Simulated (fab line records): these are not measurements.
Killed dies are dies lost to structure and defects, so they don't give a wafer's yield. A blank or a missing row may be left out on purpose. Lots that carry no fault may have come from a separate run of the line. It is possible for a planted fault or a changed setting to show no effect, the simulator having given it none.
fab line records	flow sky130
record: lots: 7	wafers: 21	lastDay: 49
route steps=708 shown VT_ADJUST_HVTP@89 VT_ADJUST_LVTN@97 PAD_OPEN@708
lots that met no fault: from a run of the same line without faults
startH: hours from the record's first day to the start of the lot's first wafer shown	waitH: how many hours have passed since the lot's step before this one	" as in the row above	L1.1+2: several wafers, shown together as one row	- value missing, or start not given	* or withheld: withheld	< > ~ a bound
route shown NAME@n: a module of which the file shows steps, and the number in the route of the first	usual: average and standard deviation across the fault-free wafers	same: alike in all rows	chamber/n: place in a boat	sites: per-site readings	_std_site: standard deviation of those values	_edge_site: mean of outer sites minus mean of inner sites	radiusMm: how far each site lies from the wafer's centre	mask NAME#n: copy n	behind: the tool/chamber that last shaped the wafer	hold: what put the lot on hold/how long, in hours/how the hold closed	device: the transistor (n, p or np) that didn't switch	end of line: at the end of the route, the tests of the same wafers	a step given without rows: its recipe and nothing more	killed: not the wafer's yield, but the dies lost to structure and defects at the first sort	map: shows each die of a wafer: x if killed, . if not, _ if none is there
set.NAME: the setting as run; set.NAME@STEP: as run at that earlier step	model.NAME: the simulator's own value behind a step, which no gauge read
lots at selected steps of the route; one table per step, one row per wafer
services: when a tool's chamber went out of use (startH, in hours from the record's first day, below 0 if earlier), for how many hours, and the reason
== steps ==
step: SKY_VT_ADJUST_HVTP_EXPOSE_04
recipe: maskId: HVTPM	na: 0.6	sourceShape: conventional	sigmaOuter: 0.6	polarization: unpolarized	targetCdNm: 380	doseMj: 140
step: SKY_VT_ADJUST_HVTP_PEB_05
recipe: tempC: withheld	timeS: *	resist: NOVOLAK
step: SKY_VT_ADJUST_HVTP_DEVELOP_06
recipe: resist: NOVOLAK	developer: TMAH	developTimeS: 60	devTempC: 23
step: SKY_VT_ADJUST_HVTP_CD_MEAS_07
recipe: targetCdNm: 380
usual: cdNm: 378.7/2.5
lot.wafer	tool	chamber	startH	waitH	cdNm
L660.4	cdSem-01	-	132.65	0.1	379.9
L660.5	"	-	"	"	381.3
L660.6	"	-	"	"	382.8
L661.4	cdSem-01	-	147.50	0.1	379.1
L661.5	"	-	"	"	375.7
L661.6	"	-	"	"	378.7
L665.2	cdSem-02	-	161.14	0.1	378.3
L665.4	"	-	"	"	378.3
L665.5	"	-	"	"	378.6
L666.1	cdSem-01	-	173.92	0.1	380.9
L666.2	"	-	"	"	380.3
L666.6	"	-	"	"	379.5
L667.1	cdSem-02	-	175.03	0.1	379.5
L667.5	"	-	"	"	383.0
L667.6	"	-	"	"	380.7
L676.3	cdSem-02	-	227.63	0.1	375.9
L676.4	"	-	"	"	374.9
L676.6	"	-	"	"	376.8
L679.2	cdSem-01	-	242.66	0.1	376.4
L679.4	"	-	"	"	378.8
L679.5	"	-	"	"	378.3
step: SKY_VT_ADJUST_HVTP_OVL_MEAS_08
usual: VT_ADJUST_HVTP_OVL: 0.5/1.3
lot.wafer	tool	chamber	startH	waitH	VT_ADJUST_HVTP_OVL[nm]
L660.4	overlay-02	-	132.72	0.1	-1.0
L660.5	"	-	"	"	1.5
L660.6	"	-	"	"	0.8
L661.4	overlay-02	-	147.57	0.1	0.6
L661.5	"	-	"	"	0.6
L661.6	"	-	"	"	-0.6
L665.2	overlay-02	-	161.24	0.1	1.3
L665.4	"	-	"	"	0.8
L665.5	"	-	"	"	1.5
L666.1	overlay-02	-	174.04	0.1	-1.4
L666.2	"	-	"	"	-1.4
L666.6	"	-	"	"	-1.3
L667.1	overlay-02	-	175.15	0.1	0.1
L667.5	"	-	"	"	1.1
L667.6	"	-	"	"	0.2
L676.3	overlay-02	-	227.72	0.1	1.4
L676.4	"	-	"	"	1.1
L676.6	"	-	"	"	1.3
L679.2	overlay-01	-	242.76	0.1	0.0
L679.4	"	-	"	"	1.0
L679.5	"	-	"	"	0.6
step: SKY_VT_ADJUST_HVTP_IMPLANT_09
recipe: species: As	energyKev: 150	doseCm2: 4.3e+12	tiltDeg: withheld
step: SKY_VT_ADJUST_HVTP_STRIP_10
recipe: chemistry: O2/N2	powerW: 1400	pressureMtorr: 1500	platenTempC: withheld	o2FlowSccm: 3000	n2FlowSccm: 300	overashFraction: 0.5
usual: drypumpMotorCurrentA: 5.6/0.37	n2FlowSccm: 300.0/0.82	oesProductAu: 0.716/0.0045	stripTimeToEndpointS: 14.19/0.032
lot.wafer	tool	chamber	startH	waitH	drypumpMotorCurrentA	n2FlowSccm	oesProductAu	rfHoursCounterH	stripTimeToEndpointS
L660.4	plasmaAsher-01	0	132.93	0.1	5.4	301.0	0.717	-	14.18
L660.5	"	0	"	"	5.4	299.7	0.723	-	14.12
L660.6	"	1	"	"	5.3	300.0	0.716	-	14.16
L661.4	plasmaAsher-02	1	147.77	0.1	5.4	300.0	0.719	-	14.17
L661.5	"	0	"	"	6.4	299.6	0.720	-	14.24
L661.6	"	1	"	"	5.4	299.8	0.715	-	14.25
L665.2	plasmaAsher-04	1	161.42	0.1	5.8	299.8	0.720	34	14.24
L665.4	"	1	"	"	5.8	299.7	0.710	-	14.20
L665.5	"	0	"	"	5.4	301.9	0.713	-	14.20
L666.1	plasmaAsher-02	1	174.22	0.1	5.4	299.5	0.713	49	14.17
L666.2	"	0	"	"	6.3	299.1	0.719	49	14.17
L666.6	"	0	"	"	6.4	298.3	0.714	-	14.17
L667.1	plasmaAsher-02	0	175.34	0.1	6.3	298.4	0.711	49	14.14
L667.5	"	0	"	"	6.4	299.0	0.715	-	14.16
L667.6	"	1	"	"	5.4	300.2	0.718	-	14.14
L676.3	plasmaAsher-02	0	227.92	0.1	6.4	299.7	0.713	-	14.22
L676.4	"	1	"	"	5.4	299.9	0.723	-	14.17
L676.6	"	0	"	"	6.4	301.1	0.716	-	14.13
L679.2	plasmaAsher-01	1	242.94	0.1	5.3	300.1	0.713	13	14.19
L679.4	"	0	"	"	5.4	301.2	0.721	-	14.13
L679.5	"	1	"	"	5.3	300.3	0.713	-	14.19
step: SKY_VT_ADJUST_HVTP_TW_MEAS_11
usual: VT_ADJUST_HVTP_TW: 1332/10
lot.wafer	tool	chamber	startH	waitH	VT_ADJUST_HVTP_TW
L660.4	filmMetro-02	-	133.02	0.1	1335
L660.5	"	-	"	"	1329
L660.6	"	-	"	"	1330
L661.4	filmMetro-04	-	147.87	0.1	1347
L661.5	"	-	"	"	1354
L661.6	"	-	"	"	1353
L665.2	filmMetro-02	-	161.53	0.1	1326
L665.4	"	-	"	"	1332
L665.5	"	-	"	"	1335
L666.1	filmMetro-01	-	174.32	0.1	1330
L666.2	"	-	"	"	1328
L666.6	"	-	"	"	1326
L667.1	filmMetro-01	-	175.44	0.1	1339
L667.5	"	-	"	"	1333
L667.6	"	-	"	"	1332
L676.3	filmMetro-02	-	228.01	0.1	1328
L676.4	"	-	"	"	1327
L676.6	"	-	"	"	1322
L679.2	filmMetro-02	-	243.05	0.1	1322
L679.4	"	-	"	"	1321
L679.5	"	-	"	"	1320
step: SKY_VT_ADJUST_LVTN_DEHYDRATE_00
recipe: tempC: 200	timeS: 60
step: SKY_VT_ADJUST_LVTN_HMDS_01
recipe: primeTimeS: 60	primeTempC: 120
step: SKY_VT_ADJUST_LVTN_COAT_02
recipe: spinRpm: 2000	resistThkNm: 3000
step: SKY_VT_ADJUST_LVTN_SOFTBAKE_03
recipe: tempC: 110	timeS: withheld
step: SKY_VT_ADJUST_LVTN_EXPOSE_04
recipe: maskId: NWM_COMPLEMENT_LESS_NATIVE	na: 0.6	sourceShape: conventional	sigmaOuter: 0.6	polarization: unpolarized	targetCdNm: 840	doseMj: 194
lot.wafer	tool	chamber	startH	waitH	mask	model.VT_ADJUST_LVTN.overlayXNm
L660.4+5+6	ilineStepper-01	0	142.70	-	NWM_COMPLEMENT_LESS_NATIVE#0	-0.07147
L661.4+5+6	ilineStepper-02	0	156.97	-	NWM_COMPLEMENT_LESS_NATIVE#0	0.4908
L665.2+4+5	ilineStepper-02	0	171.64	-	NWM_COMPLEMENT_LESS_NATIVE#0	320.7
L666.1+2+6	ilineStepper-02	0	185.04	-	NWM_COMPLEMENT_LESS_NATIVE#0	319.2
L667.1+5+6	ilineStepper-02	0	185.98	-	NWM_COMPLEMENT_LESS_NATIVE#0	319.2
L676.3+4+6	ilineStepper-01	0	240.29	-	NWM_COMPLEMENT_LESS_NATIVE#0	-0.7133
L679.2+4+5	ilineStepper-01	0	254.64	-	NWM_COMPLEMENT_LESS_NATIVE#0	-1.002
step: SKY_VT_ADJUST_LVTN_PEB_05
recipe: tempC: 115	timeS: withheld
step: SKY_VT_ADJUST_LVTN_DEVELOP_06
recipe: wallAngleDeg: 90	developer: TMAH	developTimeS: 60	devTempC: 23
step: SKY_VT_ADJUST_LVTN_OVL_MEAS_07
usual: VT_ADJUST_LVTN_OVL: 0.3/1.5
lot.wafer	tool	chamber	startH	waitH	VT_ADJUST_LVTN_OVL[nm]
L660.4	overlay-01	-	152.00	-	-0.6
L660.5	"	-	"	"	-1.6
L660.6	"	-	"	"	-0.8
L661.4	overlay-02	-	166.93	-	-0.4
L661.5	"	-	"	"	0.3
L661.6	"	-	"	"	1.0
L665.2	overlay-02	-	181.64	-	323.2
L665.4	"	-	"	"	320.8
L665.5	"	-	"	"	319.7
L666.1	overlay-01	-	195.23	-	319.7
L666.2	"	-	"	"	320.0
L666.6	"	-	"	"	320.4
L667.1	overlay-01	-	196.63	-	319.3
L667.5	"	-	"	"	320.4
L667.6	"	-	"	"	318.8
L676.3	overlay-02	-	251.87	-	-0.3
L676.4	"	-	"	"	-0.7
L676.6	"	-	"	"	0.0
L679.2	overlay-02	-	266.62	-	-0.5
L679.4	"	-	"	"	-0.1
L679.5	"	-	"	"	-0.9
step: SKY_VT_ADJUST_LVTN_IMPLANT_08
recipe: species: B	energyKev: 30	doseCm2: 1.57e+12	tiltDeg: withheld
step: SKY_PAD_OPEN_PROBE_99
usual: killed_at_M0_to_M3: 43/7.4	killed_at_M4_up: 3.3/2	killedAtContacts: 24/5.4	killedAtFrontEnd: 16/4.2	killedAtOther: 0.3/0.61	killedDies: 87/9.4	killedOnRim: 17/3.8	killedOpen: 47/7.3	killedShort: 40/6.7
same: grossDies: 492	killedAtBackSide: 0
lot.wafer	tool	chamber	startH	waitH	killed_at_M0_to_M3	killed_at_M4_up	killedAtContacts	killedAtFrontEnd	killedAtOther	killedDies	killedOnRim	killedOpen	killedShort
L660.4	prober-02	-	1083.20	0.2	55	2	26	14	0	97	18	61	36
L660.5	prober-02	-	1083.25	0.2	42	5	30	20	0	97	15	54	42
L660.6	prober-02	-	1083.30	0.2	45	0	25	15	0	85	15	38	46
L661.4	prober-02	-	1096.00	0.2	44	2	23	17	0	86	19	43	43
L661.5	prober-02	-	1096.05	0.2	48	5	18	13	0	84	13	43	41
L661.6	prober-02	-	1096.10	0.2	45	6	25	18	0	94	17	52	42
L665.2	prober-01	-	1115.88	0.1	49	2	15	414	2	482	94	41	44
L665.4	prober-01	-	1115.98	0.2	49	4	25	405	0	483	95	57	40
L665.5	prober-01	-	1116.03	0.2	42	2	19	422	0	485	95	33	43
L666.1	prober-02	-	1131.16	0.1	46	4	18	411	0	479	93	47	42
L666.2	prober-02	-	1131.21	0.1	43	0	17	407	2	469	93	39	38
L666.6	prober-02	-	1131.41	0.2	51	3	19	411	0	484	94	58	30
L667.1	prober-01	-	1133.05	0.1	48	3	20	412	0	483	93	42	49
L667.5	prober-01	-	1133.25	0.2	54	3	22	399	0	478	94	58	38
L667.6	prober-01	-	1133.30	0.2	52	3	22	398	0	475	93	50	40
L676.3	prober-02	-	1175.42	0.2	42	3	27	16	0	88	22	38	50
L676.4	prober-02	-	1175.47	0.2	34	4	33	18	0	89	19	48	41
L676.6	prober-02	-	1175.57	0.2	49	5	24	13	0	91	22	49	42
L679.2	prober-02	-	1187.38	0.1	28	4	30	9	0	71	15	44	27
L679.4	prober-02	-	1187.48	0.2	38	2	25	16	0	81	14	43	38
L679.5	prober-02	-	1187.53	0.2	40	3	23	12	1	79	20	43	36
killed by level:class
L660.4 VIA1:geometricParticle:open=14 CONTACT:geometricParticle:open=10 LI_CONTACT:geometricParticle:open=9 VIA2:geometricParticle:open=8 FIELD_ISO:geometricParticle:open=6 METAL2:geometricParticle:short=6 VIA3:geometricParticle:open=6 LI_CONTACT:geometricParticle:short=5
L660.5 CONTACT:geometricParticle:open=12 VIA1:geometricParticle:open=10 LI_CONTACT:geometricParticle:open=10 FIELD_ISO:geometricParticle:open=7 METAL2:geometricParticle:short=7 VIA2:geometricParticle:short=7 FIELD_ISO:geometricParticle:short=6 METAL1:geometricParticle:short=6
L660.6 VIA1:geometricParticle:open=9 CONTACT:geometricParticle:short=7 VIA1:geometricParticle:short=7 METAL2:geometricParticle:short=7 FIELD_ISO:geometricParticle:short=6 CONTACT:geometricParticle:open=6 LI_CONTACT:geometricParticle:open=5 LOCAL_INTERCONNECT:geometricParticle:short=5
L661.4 VIA1:geometricParticle:open=8 CONTACT:geometricParticle:open=7 VIA1:geometricParticle:short=7 METAL1:geometricParticle:short=6 VIA2:geometricParticle:open=5 FIELD_ISO:geometricParticle:short=4 LI_CONTACT:geometricParticle:open=4 LOCAL_INTERCONNECT:geometricParticle:short=4
L661.5 VIA1:geometricParticle:open=10 CONTACT:geometricParticle:open=9 METAL2:geometricParticle:short=7 METAL1:geometricParticle:short=7 VIA3:geometricParticle:open=6 VIA2:geometricParticle:short=5 VIA2:geometricParticle:open=5 LI_CONTACT:geometricParticle:open=5
L661.6 LI_CONTACT:geometricParticle:open=11 VIA1:geometricParticle:open=9 CONTACT:geometricParticle:open=7 POLY_GATE:geometricParticle:short=6 VIA2:geometricParticle:open=6 METAL1:geometricParticle:short=6 FIELD_ISO:geometricParticle:short=5 VIA3:geometricParticle:open=5
L665.2 VT_ADJUST_LVTN:overlay=395 METAL1:geometricParticle:short=9 VIA3:geometricParticle:short=8 LI_CONTACT:geometricParticle:open=7 VIA1:geometricParticle:open=7 METAL2:geometricParticle:short=7 VIA2:geometricParticle:open=6 FIELD_ISO:geometricParticle:open=5
L665.4 VT_ADJUST_LVTN:overlay=386 LI_CONTACT:geometricParticle:open=11 VIA1:geometricParticle:open=9 METAL1:geometricParticle:short=7 CONTACT:geometricParticle:open=6 FIELD_ISO:geometricParticle:open=5 POLY_GATE:geometricParticle:open=5 VIA1:geometricParticle:short=5
L665.5 VT_ADJUST_LVTN:overlay=408 VIA2:geometricParticle:open=7 VIA2:geometricParticle:short=7 VIA1:geometricParticle:short=6 METAL1:geometricParticle:short=6 VIA1:geometricParticle:open=5 LI_CONTACT:geometricParticle:short=4 LI_CONTACT:geometricParticle:open=4
L666.1 VT_ADJUST_LVTN:overlay=388 VIA1:geometricParticle:open=12 VIA3:geometricParticle:short=8 VIA2:geometricParticle:open=8 FIELD_ISO:geometricParticle:open=7 METAL2:geometricParticle:short=7 LOCAL_INTERCONNECT:geometricParticle:short=5 CONTACT:geometricParticle:short=5
L666.2 VT_ADJUST_LVTN:overlay=391 VIA2:geometricParticle:open=8 METAL1:geometricParticle:short=7 VIA1:geometricParticle:open=6 FIELD_ISO:geometricParticle:open=5 CONTACT:geometricParticle:open=5 LOCAL_INTERCONNECT:geometricParticle:short=5 VIA1:geometricParticle:short=5
L666.6 VT_ADJUST_LVTN:overlay=394 CONTACT:geometricParticle:open=11 VIA3:geometricParticle:open=11 VIA2:geometricParticle:open=11 VIA1:geometricParticle:open=9 FIELD_ISO:geometricParticle:open=5 VIA2:geometricParticle:short=5 VIA3:geometricParticle:short=4
L667.1 VT_ADJUST_LVTN:overlay=392 VIA1:geometricParticle:open=11 METAL2:geometricParticle:short=10 LOCAL_INTERCONNECT:geometricParticle:short=7 POLY_GATE:geometricParticle:short=6 CONTACT:geometricParticle:short=5 VIA1:geometricParticle:short=5 VIA3:geometricParticle:open=5
L667.5 VT_ADJUST_LVTN:overlay=381 VIA1:geometricParticle:open=16 CONTACT:geometricParticle:open=10 VIA3:geometricParticle:open=6 VIA1:geometricParticle:short=6 METAL2:geometricParticle:short=6 VIA2:geometricParticle:open=6 FIELD_ISO:geometricParticle:open=5
L667.6 VT_ADJUST_LVTN:overlay=385 VIA1:geometricParticle:open=16 CONTACT:geometricParticle:open=9 VIA3:geometricParticle:short=7 METAL1:geometricParticle:short=6 METAL2:geometricParticle:short=5 LI_CONTACT:geometricParticle:open=5 METAL1:geometricParticle:open=4
L676.3 METAL2:geometricParticle:short=14 VIA1:geometricParticle:open=12 CONTACT:geometricParticle:short=8 LI_CONTACT:geometricParticle:open=7 CONTACT:geometricParticle:open=7 VIA1:geometricParticle:short=6 METAL1:geometricParticle:short=4 FIELD_ISO:geometricParticle:short=3
L676.4 LI_CONTACT:geometricParticle:open=12 VIA1:geometricParticle:open=9 CONTACT:geometricParticle:short=8 CONTACT:geometricParticle:open=7 METAL2:geometricParticle:short=7 FIELD_ISO:geometricParticle:short=6 FIELD_ISO:geometricParticle:open=6 VIA2:geometricParticle:open=6
L676.6 CONTACT:geometricParticle:open=11 VIA1:geometricParticle:open=10 VIA2:geometricParticle:open=8 METAL2:geometricParticle:short=7 CONTACT:geometricParticle:short=6 VIA1:geometricParticle:short=6 METAL1:geometricParticle:short=5 FIELD_ISO:geometricParticle:short=4
L679.2 CONTACT:geometricParticle:open=13 VIA2:geometricParticle:open=10 VIA1:geometricParticle:open=6 LI_CONTACT:geometricParticle:short=6 LI_CONTACT:geometricParticle:open=6 VIA3:geometricParticle:open=4 FIELD_ISO:geometricParticle:short=3 VIA1:geometricParticle:short=3
L679.4 CONTACT:geometricParticle:open=10 VIA3:geometricParticle:open=8 POLY_GATE:geometricParticle:open=6 CONTACT:geometricParticle:short=6 VIA1:geometricParticle:open=6 METAL2:geometricParticle:short=6 VIA3:geometricParticle:short=6 LI_CONTACT:geometricParticle:open=4
L679.5 VIA1:geometricParticle:open=10 VIA2:geometricParticle:open=10 LOCAL_INTERCONNECT:geometricParticle:short=8 CONTACT:geometricParticle:open=8 FIELD_ISO:geometricParticle:short=4 VIA2:geometricParticle:short=4 VIA3:geometricParticle:open=4 SONOS_ONO:geometricParticle:short=3
map L665.5 (x killed, . not)
__________xxxx.xxxxx_________
________xxxxxxxxxxxxxx_______
______xxxxxxxxxxxxxxxxxx_____
_____xxxxxxxxxxxxxxxxxxxx____
____xxxxxxxxxxxx.xxxxxxxxx___
___xxxxxxxxxxxxxxxxxxxx.xxx__
__xxxx.xxxxxxxxxxxxxxxxxxxxx_
_xxxxxxxxxxxxxxxxxxxx.xxxxxxx
_xxxxxxxxxxxxxxxxxxxxxxxxxxxx
_xxxxxxxxxxxxxxxxxxxxxxxxxxxx
_xxxxxxxxxxxxxxxxxxxxxxxxxxxx
_xxxxxxxxxxxxxxxxxxxxxxxxxxxx
_xxxxxxxxxxxxxxxxxxxxxxxxxxxx
_xxxxxxxxxxxxxxxxxxxxxxxxxxxx
_xxxxxxxxxxxxxxxxxxxxxxxxxxxx
__xxxxxxxxxxxxxxxxxxxxxxxxxx_
___xxxxxxxxxxxxxxxxxxxxxxxx__
____xxxxxxxxxxxxxxxxxxxxxx___
_____xxxxxxxxxxxxxxxxxxxx____
______xxxxxxxxxxx.xxxxxx_____
________xxxxxxx.xxxxxx_______
__________xxxxxxxxxx_________
map L666.6 (x killed, . not)
__________xxxxxxxxxx_________
________xxxxxxx.xxxxxx_______
______xxxxxxxxxxxxxxxxxx_____
_____xxxxxxxxxxxxxxxxxxxx____
____xxxxxxxxxxxxxxxxxxxx.x___
___xxxxxxxxx.xxxxxxxxxxxxxx__
__xxxxxxxxxxxxxxxxxxxxxxxxxx_
_xxxxxxxxxxxxxxxxxxxxxxxxxxxx
_x.xxxxxxxxxxxxxxxxxxxxxxxxxx
_xxxxxxxxxxxxxxxxxxxxxxxxxxxx
_xxxxxxxxxxxxx.xxxxxxxxxxxxxx
_xxxxxxxxx.xxxxxxxxxxxxxxxxxx
_xxxxxxxxxxxxxxxxxxxxxxxxxxxx
_xxxxxxxxxxxxxxxxxxxxxxxxxxxx
_xxxxxxxxxxxxxxxxxxxxxxxxxxxx
__xxxxxxxxxxxxxxxxxxxxxxxxxx_
___xxxxxxxxxxxxxxxxxxxxxxxx__
____xxxxxxxxxx.xxxxxxxxxxx___
_____xxxxxxxxxxxxxxxxxxxx____
______xxxxxxxxxxxxxxxxxx_____
________x.xxxxxxxxxxxx_______
__________xxxxxxxxxx_________
== services ==
tool	chamber	startH	hours	kind
plasmaAsher-01	0	117.75	-	clean
plasmaAsher-01	1	117.75	-	clean
ilineStepper-01	-	148.58	1.7	pm
plasmaAsher-01	-	186.65	1.4	repair
plasmaAsher-02	-	195.14	12.6	repair
ilineStepper-02	-	239.94	1.7	pm
plasmaAsher-04	-	242.65	4.0	pm
ilineStepper-02	-	250.04	6.5	repair
== key ==
firstSign: step: SKY_VT_ADJUST_LVTN_OVL_MEAS_07	reading: VT_ADJUST_LVTN_OVL	direction: up	sigmas: 99+	usual: 0.3	struck: 320.2
effect: step: SKY_PAD_OPEN_PROBE_99	reading: killedAtFrontEnd	direction: up	sigmas: 93	usual: 16	struck: 409
modelEffect: step: SKY_VT_ADJUST_LVTN_EXPOSE_04	value: VT_ADJUST_LVTN.overlayXNm	without: 0.6658	struck: 319.7
moreKillsBornAt: SKY_VT_ADJUST_LVTN_EXPOSE_04@ilineStepper-02: 3520
metAt SKY_VT_ADJUST_LVTN_EXPOSE_04
struckWafers L665.2,L665.4,L665.5,L666.1,L666.2,L666.6,L667.1,L667.5,L667.6
testerLeftOut L665,L666,L667
onsetBetween 156.97 171.64
fault: kind: scannerMatchingOverlay	tool: ilineStepper-02	chamber: -	onsetH: 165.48	steps: SKY_VT_ADJUST_LVTN_EXPOSE_04	offset: 319.06
testerLeftOut: of these lots the tester's yield and bins aren't shown, on N5 and GAA mostly nor the transistor test; their killed dies are dies lost to structure and defects alone, not to doping, threshold or leakage, so they don't give the yield
